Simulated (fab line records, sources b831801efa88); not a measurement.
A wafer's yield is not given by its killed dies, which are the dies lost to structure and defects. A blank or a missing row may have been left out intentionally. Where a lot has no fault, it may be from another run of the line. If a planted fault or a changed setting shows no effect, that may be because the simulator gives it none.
fab line records	flow sky130
record lots=5	wafers=14	last-day=50
route steps=708 shown METAL2@497 VIA2@507 METAL3@532 CAPM@537 PAD_OPEN@708
lots untouched by any fault: they come from a run of this same line in which no faults occurred
start-h: hours from the record's first day to the start of the lot's first wafer shown	wait-h: how many hours have passed since the lot's step before this one	" unchanged from the row above	L1.1+2: a single row standing in for several wafers	- no value present, or no start provided	* or withheld: withheld	< > ~ a bound
route shown NAME@n: NAME is a module with steps in the file, n the number in the route of the first one	usual: average and standard deviation across the fault-free wafers	same: alike in all rows	chamber/n: place in a boat	sites: per-site readings	_std_site: standard deviation across them	_edge_site: outer sites' mean less inner sites'	radius-mm: for every site, how far away it sits from the centre of the wafer	mask NAME#n: copy n	behind: the most recent tool/chamber to have shaped the wafer	hold: why the lot went on hold/how many hours it stayed there/how the hold came to an end	device: the transistor (n, p or np) that didn't switch	end of line: the tests these same wafers got at the end of their route	a step without rows: its recipe alone	killed: not the wafer's yield, but the dies lost to structure and defects at the first sort	map: dies across one wafer; x = killed, . = not, _ = none there
set.NAME: the run value of the setting; set.NAME@STEP: its run value at that earlier step	model.NAME: the simulator's own value behind a step, which no gauge read
lots at selected steps of the route; one table per step, one row per wafer
services: the hour from which a tool's chamber was out of use, counted from the record's first day as start-h (under 0 if before that day), plus the number of hours and why
## steps
# step SKY_METAL2_DEVELOP_14
# recipe develop-time-s=60	resist=KrF-thick	dev-temp-c=21
# step SKY_METAL2_CD_MEAS_15
# recipe target-cd-nm=140
# usual cd-nm=139.8/1.4
lot.wafer	tool	chamber	start-h	wait-h	cd-nm
L233.2	cd-sem-01	-	877.66	-	139.6
L233.3	"	-	"	"	139.2
L233.5	"	-	"	"	138.9
L239.1	cd-sem-01	-	916.98	-	140.4
L239.2	"	-	"	"	138.9
L239.5	"	-	"	"	139.4
L243.1	cd-sem-01	-	945.16	-	141.4
L243.3	"	-	"	"	141.5
L243.5	"	-	"	"	141.6
L244.2	cd-sem-01	-	948.48	-	139.0
L244.4	"	-	"	"	139.2
L248.2	cd-sem-02	-	976.03	-	138.8
L248.3	"	-	"	"	139.0
L248.5	"	-	"	"	139.3
# step SKY_METAL2_OVL_MEAS_16
# usual METAL2_OVL=3/5.4
lot.wafer	tool	chamber	start-h	wait-h	METAL2_OVL[nm]
L233.2	overlay-02	-	877.77	0.1	6
L233.3	"	-	"	"	9
L233.5	"	-	"	"	8
L239.1	overlay-01	-	917.10	0.1	-11
L239.2	"	-	"	"	2
L239.5	"	-	"	"	-5
L243.1	overlay-01	-	945.28	0.1	8
L243.3	"	-	"	"	-4
L243.5	"	-	"	"	7
L244.2	overlay-01	-	948.59	0.1	5
L244.4	"	-	"	"	5
L248.2	overlay-01	-	976.14	0.1	2
L248.3	"	-	"	"	-1
L248.5	"	-	"	"	-3
# step SKY_METAL2_DESCUM_17
# recipe chemistry=O2	source-power-w=150	bias-power-w=0	pressure-mtorr=10	temp-c=40	time-s=8
# step SKY_METAL2_ETCH_18
# recipe chemistry=N2/H2	target=BARC	ion-energy-ev=200	bias-w=100	pressure-mtorr=30	n2-flow-sccm=100	h2-flow-sccm=200	icp-w=500	stop-on=SiO2	time-s=45.9	target-depth-a=600
# step SKY_METAL2_METAL_ETCH_19
# recipe target-depth-a=3600	stop-on=SiO2	over-etch-frac=0.3	time-s=78	chemistry=Cl2/BCl3	resist-sidewall-deg=88	pressure-mtorr=10	icp-w=900	bias-w=48.5	Cl2_flow_sccm=60	bcl3-flow-sccm=30
# step SKY_METAL2_STRIP_20
# recipe chemistry=O2/N2	power-w=1400	pressure-mtorr=1500	platen-temp-c=withheld	o2-flow-sccm=3000	n2-flow-sccm=300	overash-fraction=0.5
# usual drypump-motor-current-A=5.8/0.35	oes-product-au=0.342/0.0048	strip-time-to-endpoint-s=2.69/0.057
lot.wafer	tool	chamber	start-h	wait-h	drypump-motor-current-A	oes-product-au	rf-hours-counter-h	strip-time-to-endpoint-s
L233.2	plasma-asher-03	0	877.98	0.1	5.5	0.338	108	2.62
L233.3	"	1	"	"	5.5	0.340	-	2.60
L233.5	"	1	"	"	5.5	0.347	-	2.73
L239.1	plasma-asher-03	0	917.32	0.1	5.5	0.344	112	2.69
L239.2	"	1	"	"	5.5	0.338	112	2.67
L239.5	"	1	"	"	5.5	0.344	-	2.70
L243.1	plasma-asher-02	0	945.50	0.1	5.7	0.351	50	2.79
L243.3	"	0	"	"	5.7	0.347	-	2.77
L243.5	"	1	"	"	6.3	0.348	-	2.76
L244.2	plasma-asher-03	1	948.80	0.1	5.6	0.345	115	2.69
L244.4	"	1	"	"	5.5	0.337	-	2.73
L248.2	plasma-asher-04	0	976.35	0.1	5.9	0.349	83	2.73
L248.3	"	0	"	"	5.9	0.348	-	2.74
L248.5	"	0	"	"	5.9	0.340	-	2.70
# step SKY_METAL2_STRIP_21
# recipe chemistry=post-etch-residue-remover	time-s=1200	temp-c=72.5
# step SKY_METAL2_CLEAN_22
# recipe chemistry=IPA	time-s=180	temp-c=25
# step SKY_METAL2_CLEAN_23
# recipe chemistry=O3/DIW	dry=n2-spin
# step SKY_VIA2_HDPCVD_00
# recipe material=SiO2	target-thk-nm=1180	sigma-open-frac=0.3	time-s=196.7	temp-c=400	sih4-flow-sccm=60	pressure-mtorr=6
# step SKY_VIA2_THK_MEAS_01
# recipe reads=SiO2_of_VIA2_HDPCVD_00
# usual VIA2_HDPCVD_THK=1181/13
lot.wafer	tool	chamber	start-h	wait-h	VIA2_HDPCVD_THK[nm]
L233.2	film-metro-03	-	878.74	0.1	1177
L233.3	"	-	"	"	1175
L233.5	"	-	"	"	1184
L239.1	film-metro-02	-	918.04	0.1	1179
L239.2	"	-	"	"	1177
L239.5	"	-	"	"	1176
L243.1	film-metro-01	-	946.24	0.1	1187
L243.3	"	-	"	"	1175
L243.5	"	-	"	"	1184
L244.2	film-metro-02	-	949.53	0.1	1178
L244.4	"	-	"	"	1205
L248.2	film-metro-03	-	977.16	0.1	1153
L248.3	"	-	"	"	1199
L248.5	"	-	"	"	1167
# step SKY_VIA2_CMP_02
# recipe material=SiO2	down-force-psi=4	platen-rpm=60	pad-velocity-m-s=0.94248
# usual motor-current-A=11.2/0.97
lot.wafer	tool	chamber	start-h	wait-h	motor-current-A	model.SiO2_of_VIA2_HDPCVD_00.thk-nm
L233.3	cmp-02	1	878.79	0.0	13.6	496.5
L233.2	"	0	"	"	9.5	495.1
L233.5	"	2	"	"	11.1	494.1
L239.2	cmp-02	3	919.40	1.3	11.0	496
L239.1	"	1	"	"	13.0	496.7
L239.5	"	0	"	"	10.0	496.7
L243.1	cmp-02	1	946.40	0.1	12.9	497.6
L243.3	"	2	"	"	10.9	493.4
L243.5	"	0	"	"	10.3	496.4
L244.2	cmp-01	2	949.81	0.3	10.4	495.4
L244.4	"	3	"	"	11.6	495.6
L248.3	cmp-02	1	977.26	0.1	12.8	545.6
L248.2	"	3	"	"	11.5	542.2
L248.5	"	0	"	"	9.8	545.1
# step SKY_VIA2_BOW_MEAS_03
# recipe mode=bow
# usual VIA2_BOW=86/7.7
lot.wafer	tool	chamber	start-h	wait-h	VIA2_BOW[um]
L233.2	film-metro-02	-	879.11	0.1	83
L233.3	"	-	"	"	74
L233.5	"	-	"	"	90
L239.1	film-metro-03	-	919.70	0.1	92
L239.2	"	-	"	"	92
L239.5	"	-	"	"	93
L243.1	film-metro-03	-	946.60	0.2	87
L243.3	"	-	"	"	80
L243.5	"	-	"	"	91
L244.2	film-metro-01	-	950.13	0.3	83
L244.4	"	-	"	"	94
L248.2	film-metro-03	-	977.53	0.1	93
L248.3	"	-	"	"	92
L248.5	"	-	"	"	86
# step SKY_VIA2_DEHYDRATE_04
# recipe temp-c=200	time-s=60
# step SKY_VIA2_HMDS_05
# recipe prime-time-s=60	prime-temp-c=120
# step SKY_VIA2_COAT_06
# recipe resist=BARC	temp-c=withheld	time-s=withheld	spin-rpm=3000	resist-thk-nm=60
# step SKY_VIA2_COAT_07
# recipe resist=KrF-thick	spin-rpm=3000	resist-thk-nm=450
# step SKY_VIA2_SOFTBAKE_08
# recipe temp-c=100	time-s=90	resist=KrF-thick
# step SKY_VIA2_EXPOSE_09
# recipe mask-id=VIM2	na=0.8	source-shape=annular	sigma-inner=0.55	sigma-outer=0.85	target-cd-nm=200	dose-mj=38
# step SKY_VIA2_PEB_10
# recipe peb-temp-c=withheld	peb-time-s=withheld	resist=KrF-thick
# step SKY_VIA2_DEVELOP_11
# recipe develop-time-s=60	resist=KrF-thick	dev-temp-c=21
# step SKY_VIA2_CD_MEAS_12
# recipe target-cd-nm=200
# usual cd-nm=200.0/1.5
lot.wafer	tool	chamber	start-h	wait-h	cd-nm
L233.2	cd-sem-01	-	904.93	-	201.5
L233.3	"	-	"	"	201.5
L233.5	"	-	"	"	202.3
L239.1	cd-sem-02	-	944.46	-	200.5
L239.2	"	-	"	"	201.7
L239.5	"	-	"	"	201.5
L243.1	cd-sem-02	-	970.66	-	200.6
L243.3	"	-	"	"	199.1
L243.5	"	-	"	"	200.1
L244.2	cd-sem-01	-	974.53	-	197.7
L244.4	"	-	"	"	197.8
L248.2	cd-sem-01	-	1001.38	-	199.6
L248.3	"	-	"	"	198.8
L248.5	"	-	"	"	200.5
# step SKY_VIA2_OVL_MEAS_13
# usual VIA2_OVL=1/5.5
lot.wafer	tool	chamber	start-h	wait-h	VIA2_OVL[nm]
L233.2	overlay-02	-	905.03	0.1	2
L233.3	"	-	"	"	2
L233.5	"	-	"	"	-1
L239.1	overlay-02	-	944.58	0.1	7
L239.2	"	-	"	"	2
L239.5	"	-	"	"	7
L243.1	overlay-02	-	970.78	0.1	-5
L243.3	"	-	"	"	-5
L243.5	"	-	"	"	-6
L244.2	overlay-01	-	974.63	0.1	-3
L244.4	"	-	"	"	-7
L248.2	overlay-01	-	1001.49	0.1	5
L248.3	"	-	"	"	-8
L248.5	"	-	"	"	-2
# step SKY_VIA2_ETCH_14
# recipe chemistry=N2/H2	target=BARC	ion-energy-ev=200	source-w=500	bias-w=100	pressure-mtorr=30	n2-flow-sccm=100	h2-flow-sccm=200	stop-on=SiO2	time-s=45.9	target-depth-a=600
# step SKY_VIA2_ETCH_15
# recipe target=SiO2	chemistry=C4F8/O2/Ar	target-depth-nm=546	stop-on=TiN	mask-material=KrF-thick	source-w=1500	bias-w=1200	pressure-mtorr=40	c4f8-flow-sccm=withheld	O2_flow_sccm=6	Ar_flow_sccm=300	time-s=84
# usual oes-product-au=0.940/0.0048
lot.wafer	tool	chamber	start-h	wait-h	oes-product-au	rf-hours-counter-h	model.VIA2.feature-depth-nm	model.etch.depth-nm
L233.2	rie-diel-03	3	905.10	0.0	0.943	4	495.1	495.1
L233.3	"	2	"	"	0.940	10	496.5	496.5
L233.5	"	3	"	"	0.938	-	494.1	494.1
L239.1	rie-diel-02	1	944.66	0.0	0.934	15	496.7	496.7
L239.2	"	3	"	"	0.938	6	496	496
L239.5	"	2	"	"	0.940	-	496.7	496.7
L243.1	rie-diel-02	1	970.86	0.0	0.953	16	497.6	497.6
L243.3	"	0	"	"	0.935	21	493.4	493.4
L243.5	"	2	"	"	0.940	-	496.4	496.4
L244.2	rie-diel-03	2	974.70	0.0	0.947	12	495.4	495.4
L244.4	"	2	"	"	0.949	-	495.6	495.6
L248.2	rie-diel-03	0	1001.56	0.0	0.975	17	534.1	534.1
L248.3	"	3	"	"	0.989	7	529.6	529.6
L248.5	"	3	"	"	0.979	-	529	529
# step SKY_VIA2_STRIP_16
# recipe chemistry=O2/N2	power-w=1400	pressure-mtorr=1500	platen-temp-c=withheld	o2-flow-sccm=3000	n2-flow-sccm=300	overash-fraction=0.5
# usual drypump-motor-current-A=5.75/0.27	oes-product-au=0.399/0.0048	strip-time-to-endpoint-s=4.05/0.039
lot.wafer	tool	chamber	start-h	wait-h	drypump-motor-current-A	oes-product-au	rf-hours-counter-h	strip-time-to-endpoint-s
L233.2	plasma-asher-02	0	905.17	0.0	5.72	0.404	45	4.14
L233.3	"	1	"	"	6.26	0.407	-	4.05
L233.5	"	0	"	"	5.73	0.405	-	4.11
L239.1	plasma-asher-01	1	944.72	0.0	5.66	0.396	19	4.06
L239.2	"	0	"	"	5.92	0.398	19	4.02
L239.5	"	0	"	"	5.90	0.405	-	4.03
L243.1	plasma-asher-03	1	970.92	0.0	5.53	0.396	117	4.04
L243.3	"	1	"	"	5.53	0.396	-	4.03
L243.5	"	1	"	"	5.54	0.395	-	4.06
L244.2	plasma-asher-03	1	974.77	0.0	5.56	0.393	118	4.00
L244.4	"	1	"	"	5.54	0.407	-	4.03
L248.2	plasma-asher-01	0	1001.62	0.0	5.93	0.396	25	4.10
L248.3	"	1	"	"	5.70	0.402	-	4.09
L248.5	"	0	"	"	5.92	0.400	-	4.08
# step SKY_VIA2_STRIP_17
# recipe chemistry=post-etch-residue-remover	time-s=1200	temp-c=72.5
# step SKY_VIA2_CLEAN_18
# recipe chemistry=IPA	time-s=180	temp-c=25
# step SKY_VIA2_CLEAN_19
# recipe chemistry=O3/DIW	dry=n2-spin
# step SKY_VIA2_SPUTTER_20
# recipe material=TiN	target-thk-nm=20	chamber-pressure-pa=5	power-w=4000	time-s=80
# usual throttle-valve-pct=30.2/1.1
lot.wafer	tool	chamber	start-h	wait-h	throttle-valve-pct
L233.2	pvd-sputter-02	-	905.76	0.0	29.7
L233.3	"	-	"	"	30.5
L233.5	"	-	"	"	30.1
L239.1	pvd-sputter-02	-	945.32	0.0	31.2
L239.2	"	-	"	"	30.4
L239.5	"	-	"	"	30.4
L243.1	pvd-sputter-03	-	971.55	0.0	32.0
L243.3	"	-	"	"	31.4
L243.5	"	-	"	"	31.9
L244.2	pvd-sputter-03	-	975.77	0.0	29.2
L244.4	"	-	"	"	31.8
L248.2	pvd-sputter-04	-	1002.22	0.0	28.1
L248.3	"	-	"	"	30.5
L248.5	"	-	"	"	30.5
# step SKY_VIA2_CVD_21
# recipe material=W	target-thk-nm=420	time-s=126.4	temp-c=400	pressure-torr=40
# step SKY_VIA2_RS_MEAS_22
# recipe thk-meas-gauge=four-point-probe	reads=W_of_VIA2_CVD_21+TiN_of_VIA2_SPUTTER_20
# usual VIA2_W_RS=0.276/0.0035
lot.wafer	tool	chamber	start-h	wait-h	VIA2_W_RS[ohm/sq]
L233.2	film-metro-03	-	906.11	0.2	0.277
L233.3	"	-	"	"	0.278
L233.5	"	-	"	"	0.280
L239.1	film-metro-03	-	945.51	0.1	0.270
L239.2	"	-	"	"	0.275
L239.5	"	-	"	"	0.274
L243.1	film-metro-01	-	971.74	0.1	0.279
L243.3	"	-	"	"	0.277
L243.5	"	-	"	"	0.280
L244.2	film-metro-02	-	975.98	0.1	0.276
L244.4	"	-	"	"	0.278
L248.2	film-metro-03	-	1002.56	0.2	0.277
L248.3	"	-	"	"	0.279
L248.5	"	-	"	"	0.278
# step SKY_VIA2_THK_MEAS_23
# recipe thk-meas-gauge=xrf	reads=W_of_VIA2_CVD_21
# usual VIA2_W_THK=410/8.1
lot.wafer	tool	chamber	start-h	wait-h	VIA2_W_THK[nm]
L233.2	film-metro-03	-	906.22	0.1	407
L233.3	"	-	"	"	402
L233.5	"	-	"	"	398
L239.1	film-metro-03	-	945.63	0.1	417
L239.2	"	-	"	"	408
L239.5	"	-	"	"	408
L243.1	film-metro-01	-	971.86	0.1	400
L243.3	"	-	"	"	407
L243.5	"	-	"	"	401
L244.2	film-metro-02	-	976.09	0.1	412
L244.4	"	-	"	"	406
L248.2	film-metro-03	-	1002.67	0.1	403
L248.3	"	-	"	"	404
L248.5	"	-	"	"	406
# step SKY_VIA2_CMP_24
# recipe stop-on=SiO2	t-overpolish-s=20	down-force-psi=3.5	platen-rpm=60	target-thk-nm=0	pad-velocity-m-s=0.94248
# step SKY_METAL3_SPUTTER_00
# recipe material=Ti	target-thk-nm=15	power-w=3000	time-s=10	chamber-pressure-pa=0.4
# step SKY_METAL3_SPUTTER_01
# recipe material=TiN	target-thk-nm=20	power-w=6500	time-s=16.7	chamber-pressure-pa=0.4
# usual throttle-valve-pct=30.1/0.95
lot.wafer	tool	chamber	start-h	wait-h	throttle-valve-pct
L233.2	pvd-sputter-04	-	906.59	0.0	27.9
L233.3	"	-	"	"	30.5
L233.5	"	-	"	"	28.0
L239.1	pvd-sputter-01	-	946.01	0.0	30.2
L239.2	"	-	"	"	29.2
L239.5	"	-	"	"	32.0
L243.1	pvd-sputter-04	-	972.25	0.0	30.6
L243.3	"	-	"	"	29.1
L243.5	"	-	"	"	30.2
L244.2	pvd-sputter-02	-	976.46	0.0	30.0
L244.4	"	-	"	"	31.3
L248.2	pvd-sputter-02	-	1003.05	0.0	29.8
L248.3	"	-	"	"	30.7
L248.5	"	-	"	"	30.3
# step SKY_METAL3_SPUTTER_02
# recipe material=AlCu	target-thk-nm=735	power-w=10600	time-s=39.1	chamber-pressure-pa=0.4
# usual throttle-valve-pct=30.0/0.94
lot.wafer	tool	chamber	start-h	wait-h	throttle-valve-pct
L233.2	pvd-sputter-04	-	906.61	0.0	28.2
L233.3	"	-	"	"	30.3
L233.5	"	-	"	"	28.1
L239.1	pvd-sputter-01	-	946.04	0.0	30.0
L239.2	"	-	"	"	29.2
L239.5	"	-	"	"	31.9
L243.1	pvd-sputter-04	-	972.27	0.0	30.7
L243.3	"	-	"	"	28.9
L243.5	"	-	"	"	30.5
L244.2	pvd-sputter-02	-	976.49	0.0	29.8
L244.4	"	-	"	"	31.1
L248.2	pvd-sputter-02	-	1015.08	12.0	29.8
L248.3	"	-	"	"	30.5
L248.5	"	-	"	"	29.7
# step SKY_METAL3_SPUTTER_03
# recipe material=Ti	target-thk-nm=5	power-w=3000	time-s=3.3	chamber-pressure-pa=0.4
# step SKY_METAL3_SPUTTER_04
# recipe material=TiN	target-thk-nm=70	power-w=6500	time-s=58.3	chamber-pressure-pa=0.4
# step SKY_CAPM_CVD_00
# recipe material=SiO2	target-thk-nm=15.5	temp-c=400	time-s=withheld	rf-w=450
# step SKY_CAPM_THK_MEAS_01
# recipe reads=SiO2_of_CAPM_CVD_00
# usual CAPM_CVD_00_THK=15.51/0.22
lot.wafer	tool	chamber	start-h	wait-h	CAPM_CVD_00_THK[nm]
L233.2	film-metro-04	-	906.75	-	15.54
L233.3	"	-	"	"	15.19
L233.5	"	-	"	"	15.40
L239.1	film-metro-02	-	946.16	-	15.58
L239.2	"	-	"	"	15.23
L239.5	"	-	"	"	15.57
L243.1	film-metro-02	-	972.41	-	15.45
L243.3	"	-	"	"	15.63
L243.5	"	-	"	"	15.80
L244.2	film-metro-02	-	976.64	-	15.22
L244.4	"	-	"	"	15.47
L248.2	film-metro-02	-	1015.22	-	15.54
L248.3	"	-	"	"	15.57
L248.5	"	-	"	"	15.87
# step SKY_METAL3_METAL_ETCH_18
# recipe target-depth-a=8450	stop-on=SiO2	over-etch-frac=0.3	time-s=183.1	chemistry=Cl2/BCl3	resist-sidewall-deg=88	pressure-mtorr=10	icp-w=900	bias-w=48.5	Cl2_flow_sccm=60	bcl3-flow-sccm=30
# usual drypump-motor-current-A=5.7/0.32	oes-product-au=0.864/0.0076	throttle-valve-pct=22.264/0.0098
lot.wafer	tool	chamber	start-h	wait-h	drypump-motor-current-A	oes-product-au	rf-hours-counter-h	throttle-valve-pct	model.SiO2_of_VIA2_HDPCVD_00.thk-nm
L233.2	rie-metal-04	0	956.47	0.0	5.4	0.875	16	22.249	465.8
L233.3	"	0	"	"	5.4	0.866	-	22.253	467.1
L233.5	"	0	"	"	5.4	0.868	-	22.258	464.7
L239.1	rie-metal-02	1	994.77	0.0	6.0	0.859	11	22.277	467.3
L239.2	"	0	"	"	5.5	0.864	8	22.244	466.2
L239.5	"	0	"	"	5.5	0.870	-	22.265	467
L243.1	rie-metal-04	0	1020.22	0.0	5.4	0.863	20	22.259	467.5
L243.3	"	0	"	"	5.4	0.859	-	22.277	463.5
L243.5	"	0	"	"	5.4	0.861	-	22.270	466.4
L244.2	rie-metal-04	0	1024.68	0.1	5.4	0.859	-	22.275	465.7
L244.4	"	0	"	"	5.3	0.872	-	22.257	466.1
L248.2	rie-metal-03	1	1060.74	0.0	6.3	0.852	11	22.251	512.6
L248.3	"	1	"	"	6.3	0.864	-	22.274	516.2
L248.5	"	1	"	"	6.3	0.860	-	22.271	515.5
# step SKY_PAD_OPEN_PROBE_99
# usual defect-limited-yield=82.6/1.8	killed_at_M0_to_M3=43/6.3	killed_at_M4_up=3.0/1.6	killed-at-contacts=25/5	killed-at-front-end=15/4.4	killed-at-other=0.3/0.8	killed-dies=85/8.7	killed-open=47/6.9	killed-short=38/6.3
# same gross-dies=492	killed-at-back-side=0
lot.wafer	tool	chamber	start-h	wait-h	defect-limited-yield[%]	killed_at_M0_to_M3	killed_at_M4_up	killed-at-contacts	killed-at-front-end	killed-at-other	killed-dies	killed-open	killed-short	model.etest.via2-chain.rc-ohm
L233.2	prober-02	-	1121.66	0.1	79.1	58	3	25	17	0	103	51	52	9.439
L233.3	prober-02	-	1121.71	0.2	81.5	49	2	32	8	0	91	57	34	10.21
L233.5	prober-02	-	1121.81	0.2	81.3	52	3	19	14	4	92	44	44	10.45
L239.1	prober-01	-	1153.37	0.1	84.1	43	6	16	13	0	78	33	45	11.19
L239.2	prober-01	-	1153.42	0.1	83.9	46	4	17	12	0	79	49	30	9.862
L239.5	prober-01	-	1153.57	0.2	81.1	45	3	30	15	0	93	55	38	10.27
L243.1	prober-01	-	1171.81	0.1	83.1	43	6	24	10	0	83	47	36	10.99
L243.3	prober-01	-	1171.91	0.2	84.6	34	6	25	11	0	76	41	35	9.818
L243.5	prober-01	-	1172.01	0.2	84.3	47	3	17	10	0	77	47	29	10.58
L244.2	prober-01	-	1175.83	0.1	80.9	57	4	23	10	0	94	58	36	10.25
L244.4	prober-01	-	1175.93	0.2	84.1	43	3	21	11	0	78	45	33	10.53
L248.2	prober-01	-	1199.60	0.1	81.3	53	6	21	12	0	92	46	46	10.44
L248.3	prober-01	-	1199.65	0.2	85.8	36	2	16	16	0	70	36	34	11.41
L248.5	prober-01	-	1199.75	0.2	85.4	38	5	18	11	0	72	40	32	11.37
# killed by level:class
L233.2 METAL2:geometric-particle:short=10 VIA3:geometric-particle:open=10 CONTACT:geometric-particle:open=9 VIA1:geometric-particle:open=9 VIA2:geometric-particle:open=7 METAL1:geometric-particle:short=6 VIA1:geometric-particle:short=5 FIELD_ISO:geometric-particle:short=4
L233.3 CONTACT:geometric-particle:open=12 VIA1:geometric-particle:open=12 LI_CONTACT:geometric-particle:open=11 VIA3:geometric-particle:open=8 METAL1:geometric-particle:short=6 VIA1:geometric-particle:short=6 CONTACT:geometric-particle:short=5 POLY_GATE:geometric-particle:open=4
L233.5 VIA1:geometric-particle:open=12 METAL2:geometric-particle:short=8 FIELD_ISO:geometric-particle:short=7 CONTACT:geometric-particle:open=7 METAL1:geometric-particle:short=7 LI_CONTACT:geometric-particle:open=6 VIA1:geometric-particle:short=5 VIA2:geometric-particle:open=5
L239.1 VIA2:geometric-particle:open=7 VIA1:geometric-particle:open=7 VIA3:geometric-particle:open=6 METAL1:geometric-particle:short=5 METAL4:geometric-particle:short=5 FIELD_ISO:geometric-particle:short=4 CONTACT:geometric-particle:short=4 LOCAL_INTERCONNECT:geometric-particle:short=4
L239.2 VIA2:geometric-particle:open=11 VIA1:geometric-particle:open=9 METAL2:geometric-particle:short=7 CONTACT:geometric-particle:open=6 VIA3:geometric-particle:open=6 LI_CONTACT:geometric-particle:open=5 POLY_GATE:geometric-particle:open=4 CONTACT:geometric-particle:short=4
L239.5 VIA1:geometric-particle:open=12 CONTACT:geometric-particle:open=10 CONTACT:geometric-particle:short=8 VIA2:geometric-particle:open=7 LI_CONTACT:geometric-particle:open=7 LOCAL_INTERCONNECT:geometric-particle:short=5 VIA3:geometric-particle:open=5 FIELD_ISO:geometric-particle:open=4
L243.1 LI_CONTACT:geometric-particle:open=8 VIA1:geometric-particle:open=8 VIA2:geometric-particle:open=8 CONTACT:geometric-particle:open=7 VIA1:geometric-particle:short=7 METAL1:geometric-particle:short=6 CONTACT:geometric-particle:short=5 VIA3:geometric-particle:open=5
L243.3 CONTACT:geometric-particle:open=10 LI_CONTACT:geometric-particle:short=6 VIA3:geometric-particle:open=6 METAL1:geometric-particle:short=6 VIA3:geometric-particle:short=5 POLY_GATE:geometric-particle:open=4 VIA2:geometric-particle:open=4 VIA1:geometric-particle:open=4
L243.5 VIA1:geometric-particle:open=12 LI_CONTACT:geometric-particle:open=8 VIA3:geometric-particle:open=7 VIA1:geometric-particle:short=6 CONTACT:geometric-particle:open=4 POLY_GATE:geometric-particle:open=3 METAL1:geometric-particle:short=3 VIA2:geometric-particle:short=3
L244.2 VIA1:geometric-particle:open=18 LI_CONTACT:geometric-particle:open=12 VIA1:geometric-particle:short=6 CONTACT:geometric-particle:open=6 METAL2:geometric-particle:short=6 VIA3:geometric-particle:open=6 METAL1:geometric-particle:short=5 VIA2:geometric-particle:short=5
L244.4 VIA1:geometric-particle:open=12 CONTACT:geometric-particle:open=10 VIA1:geometric-particle:short=5 METAL1:geometric-particle:short=5 VIA2:geometric-particle:open=5 METAL2:geometric-particle:short=4 VIA3:geometric-particle:short=4 VIA3:geometric-particle:open=4
L248.2 VIA1:geometric-particle:open=14 VIA3:geometric-particle:short=7 CONTACT:geometric-particle:open=7 METAL3:geometric-particle:short=6 VIA2:geometric-particle:open=6 FIELD_ISO:geometric-particle:short=5 METAL2:geometric-particle:short=5 VIA3:geometric-particle:open=5
L248.3 VIA1:geometric-particle:open=9 CONTACT:geometric-particle:open=6 POLY_GATE:geometric-particle:open=5 CONTACT:geometric-particle:short=5 VIA2:geometric-particle:short=5 VIA3:geometric-particle:open=5 POLY_GATE:geometric-particle:short=4 METAL1:geometric-particle:short=4
L248.5 VIA1:geometric-particle:open=13 CONTACT:geometric-particle:short=7 VIA3:geometric-particle:open=6 CONTACT:geometric-particle:open=5 METAL2:geometric-particle:short=5 LI_CONTACT:geometric-particle:open=3 VIA1:geometric-particle:short=3 VIA2:geometric-particle:short=3
## services
tool	chamber	start-h	hours	kind
rie-diel-03	2	856.12	7.4	repair
pvd-sputter-04	-	860.42	5.1	repair
rie-diel-02	-	876.56	2.8	pm
rie-diel-02	-	881.02	0.5	repair
rie-diel-03	1	883.77	5.0	repair
plasma-asher-01	-	893.59	2.8	pm
plasma-asher-01	-	900.58	6.9	repair
cmp-02	-	913.47	5.6	repair
rie-diel-03	1	919.90	9.4	repair
pvd-sputter-01	-	920.85	1.1	repair
rie-diel-03	-	935.86	2.8	pm
pvd-sputter-02	-	942.61	2.5	repair
rie-diel-02	0	944.45	8.4	repair
cmp-02	-	951.15	3.5	pm
cmp-02	-	957.42	3.9	repair
rie-diel-03	0	957.57	21.5	repair
pvd-sputter-01	-	967.00	1.4	repair
cmp-02	-	983.37	6.4	pm
rie-diel-03	2	994.68	5.5	repair
cmp-02	-	1005.42	0.3	repair
plasma-asher-01	-	1032.50	28.1	pm
plasma-asher-02	-	1033.62	1.5	repair
plasma-asher-03	-	1046.26	4.2	repair
plasma-asher-03	-	1055.25	9.0	pm
## key
first-sign step=SKY_VIA2_ETCH_15	reading=oes-product-au	direction=up	sigmas=8.4	usual=0.940	struck=0.981
effect none on later readings
model-effect step=SKY_VIA2_CMP_02	value=SiO2_of_VIA2_HDPCVD_00.thk-nm	without=494.8	struck=544.3
model-effect step=SKY_VIA2_ETCH_15	value=VIA2.feature-depth-nm	without=494.8	struck=530.9
model-effect step=SKY_METAL3_METAL_ETCH_18	value=SiO2_of_VIA2_HDPCVD_00.thk-nm	without=465.2	struck=514.7
model-effect step=SKY_PAD_OPEN_PROBE_99	value=etest.via2-chain.rc-ohm	without=10.04	struck=11.07
met-at SKY_VIA2_CMP_02
struck-wafers L248.2,L248.3,L248.5
onset-between 946.40 977.26
also-fits time
fault kind=process-parameter-drift	tool=cmp-02	chamber=-	onset-h=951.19	steps=SKY_VIA2_CMP_02	channel=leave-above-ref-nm	offset=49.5	shape=step	acts-in=these-recipes-only	stated=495
